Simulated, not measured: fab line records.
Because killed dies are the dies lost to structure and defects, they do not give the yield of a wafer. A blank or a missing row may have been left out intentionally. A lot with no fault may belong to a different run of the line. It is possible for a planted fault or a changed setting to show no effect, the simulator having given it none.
Check of tool commonality	flow gf180mcu	39 wafers sampled across 13 lots

## WHY THIS WAS OPENED
GF_PSD_RS_MEAS_14, reading NSD_RS: flagged on 2 of 13 lots. Fault-free wafers read 46.15 ohm/sq, with a standard deviation of 0.082.
Rule: a lot is flagged in two cases, either no wafer of it has a number, or all its wafers with numbers fall more than 4 standard deviations from that mean. As for the other lots, they are considered sound.

lot	measured	on	NSD_RS (ohm/sq), wafer by wafer	flag
L585	day 14 14:32	filmMetro-01	46.00 45.93 46.12	
L586	day 14 23:08	filmMetro-04	46.15 46.19 46.25	
L587	day 15 02:02	filmMetro-04	46.18 46.18 46.09	
L589	day 15 20:05	filmMetro-04	46.12 46.12 46.33	
L590	day 16 04:28	filmMetro-02	42.53 42.61 42.53	FLAGGED
L592	day 16 15:13	filmMetro-04	42.52 42.68 42.66	FLAGGED
L596	day 18 06:09	filmMetro-01	46.22 46.31 46.25	
L601	day 19 20:25	filmMetro-01	46.14 46.22 46.21	
L602	day 20 06:16	filmMetro-02	46.14 46.08 46.23	
L603	day 20 11:55	filmMetro-04	46.15 46.19 46.05	
L604	day 21 01:27	filmMetro-02	46.18 46.05 46.09	
L606	day 21 13:18	filmMetro-01	46.21 46.15 46.19	
L607	day 21 20:31	filmMetro-01	46.14 46.20 46.17	
Average over the flagged lots: 42.59 ohm/sq; offset from the usual -3.56 ohm/sq, equal to -43 standard deviations.

## TOOL THAT RAN EACH LOT
The record holds 1 process step before the reading, out of a route of 602 steps. Each cell gives the tool, then ch followed by the chambers the sampled wafers passed through, then the start.
lot	flag	GF_PSD_RTA_13
L585		rtpAnneal-02 ch 0, day 14 14:27
L586		rtpAnneal-01 ch 0, day 14 22:58
L587		rtpAnneal-02 ch 0, day 15 01:56
L589		rtpAnneal-02 ch 0, day 15 20:00
L590	FLAGGED	rtpAnneal-02 ch 0, day 16 04:22
L592	FLAGGED	rtpAnneal-02 ch 0, day 16 15:07
L596		rtpAnneal-01 ch 0, day 18 06:04
L601		rtpAnneal-01 ch 0, day 19 20:19
L602		rtpAnneal-02 ch 0, day 20 06:11
L603		rtpAnneal-02 ch 0, day 20 11:49
L604		rtpAnneal-01 ch 0, day 21 01:22
L606		rtpAnneal-01 ch 0, day 21 13:13
L607		rtpAnneal-01 ch 0, day 21 20:26
What the steps here do:
- GF_PSD_RTA_13: time 20 s.
- GF_PSD_RS_MEAS_14: measures by four-point-probe.

## FLAGGED AGAINST TOTAL, ONE TOOL AT A TIME (gauges that did the reading follow at the end)
step	tool	lots run	flagged	share of the flagged lots	sound lots run after its first flagged lot
GF_PSD_RTA_13	rtpAnneal-01	6	0	none	-
GF_PSD_RTA_13	rtpAnneal-02	7	2	all	2 (L602,L603)
GF_PSD_RS_MEAS_14	filmMetro-01	5	0	none	-
GF_PSD_RS_MEAS_14	filmMetro-02	3	1	some	2 (L602,L604)
GF_PSD_RS_MEAS_14	filmMetro-04	5	1	some	1 (L603)

## THE TABLE: WHAT IT ALLOWS
All flagged lots share 1 row of the table, namely rtpAnneal-02 at GF_PSD_RTA_13.
- rtpAnneal-02 at GF_PSD_RTA_13 ran 7 lots, 2 of them flagged. Sound lots followed the first flagged one (L602, L603) on it, something a lasting fault affecting the whole tool could not allow. Its own readings lie more than 4 standard deviations out on every wafer of the flagged lots: runLengthS.
Every row of the table either missed a flagged lot or ran a sound lot after the first.

## WHAT THE SIMULATOR PUT IN
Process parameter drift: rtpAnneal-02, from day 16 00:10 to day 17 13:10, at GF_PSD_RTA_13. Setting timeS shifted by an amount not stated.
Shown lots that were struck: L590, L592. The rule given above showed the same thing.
